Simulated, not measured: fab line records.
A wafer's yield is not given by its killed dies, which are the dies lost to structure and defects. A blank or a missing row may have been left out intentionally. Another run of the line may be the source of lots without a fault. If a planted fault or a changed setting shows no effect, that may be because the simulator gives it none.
The same fault as seen by 2 desks :: flow gf180mcu :: every desk sees just its own numbers, and what lay behind them comes last

== METROLOGY DESK ==
What the gauges read, lot by lot, whatever tool the lot ran on: means of the sampled wafers that have a number. The brackets show how far a lot's mean lies from the usual mean; more than 4 standard deviations puts the lot out of limits, marked OUT.
Columns: A = VT_IMPLANT_OVL at GF_VT_IMPLANT_OVL_MEAS_07, usual 0.0 nm; B = VT_IMPLANT_02_OVL at GF_VT_IMPLANT_OVL_MEAS_29, usual -0.1 nm; C = PSD_TW at GF_PSD_TW_MEAS_11, usual 3170; D = PSD_RS at GF_PSD_RS_MEAS_15, usual 108.57 ohm/sq
lot: L480
first seen here: day 5 19:00
A: -2.0
B: 0.2
C: 3182
D: 108.31

lot: L482
first seen here: day 6 05:53
A: 1.2
B: -2.1
C: 3168
D: 108.62

lot: L483
first seen here: day 6 12:22
A: 1.3
B: 0.7
C: 3138
D: 108.63

lot: L485
first seen here: day 7 02:09
A: 1.4
B: 2.0
C: 3198
D: 108.92

lot: L488
first seen here: day 7 19:03
A: 0.1
B: 1.1
C: 3182
D: 108.59

lot: L491
first seen here: day 8 12:39
A: 0.9
B: 0.6
C: 3210
D: 108.58

lot: L492
first seen here: day 8 18:15
A: -0.7
B: -0.3
C: 2676 (-20) OUT
D: 162.85 (+99 or more) OUT

lot: L493
first seen here: day 9 00:52
A: 0.7
B: 0.3
C: 2687 (-19) OUT
D: 162.04 (+99 or more) OUT

lot: L498
first seen here: day 10 08:31
A: -0.4
B: 0.3
C: 3186
D: 108.39

lot: L500
first seen here: day 10 23:33
A: 0.2
B: 0.6
C: 3182
D: 108.32

lot: L502
first seen here: day 11 13:42
A: -0.0
B: 0.0
C: 3164
D: 108.23
This desk finds L492, L493 out of limits, with the earliest case on L492 at day 18 19:31 (PSD_TW at GF_PSD_TW_MEAS_11). Within limits: L480, L482, L483, L485, L488, L491, L498, L500, L502.

== TOOL OWNER'S DESK, implanter-01 ==
GF_PSD_IMPLANT_09, tool's own readings: per-lot mean of the sampled wafers with a number, covering each lot this tool ran. The brackets show how far a lot's mean lies from the usual mean; more than 4 standard deviations puts the lot out of limits, marked OUT.
Columns: A = dose-ions-cm2 at GF_PSD_IMPLANT_09, usual 1.5001e+15; B = end-station-pressure-torr at GF_PSD_IMPLANT_09, usual 1.17e-05 Torr; C = faraday-current-uA at GF_PSD_IMPLANT_09, usual 8243
lot: L485
first seen here: day 16 17:02
A: 1.5016e+15
B: 1.16e-05
C: 8312

lot: L488
first seen here: day 17 12:37
A: 1.5004e+15
B: 1.10e-05
C: 8364

lot: L492
first seen here: day 18 19:16
A: 7.6907e+14 (-99 or more) OUT
B: 8.43e-06 (-5.4) OUT
C: 4303 (-23) OUT

lot: L493
first seen here: day 19 03:59
A: 7.6623e+14 (-99 or more) OUT
B: 9.07e-06 (-4.3) OUT
C: 4212 (-24) OUT
Finding of this desk: L492, L493 out of limits; the first was L492 at day 18 19:16, on dose-ions-cm2 at GF_PSD_IMPLANT_09. Within limits: L485, L488.

== PUT TOGETHER ==
At day 18 19:16, on L492, L493, the tool owner's desk was in a position to raise an alarm.
L492, L493 would have let the metrology desk raise an alarm at day 18 19:31.
Every lot named ran GF_PSD_IMPLANT_09 on implanter-01.

== WHAT THE SIMULATOR HAD PUT IN ==
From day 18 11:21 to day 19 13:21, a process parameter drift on implanter-01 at GF_PSD_IMPLANT_09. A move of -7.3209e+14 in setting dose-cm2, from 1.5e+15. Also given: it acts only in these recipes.
Shown lots that were struck: L492, L493.
Fault start to first reading out of limits, in hours, per desk: tool owner, 8; metrology, 8.
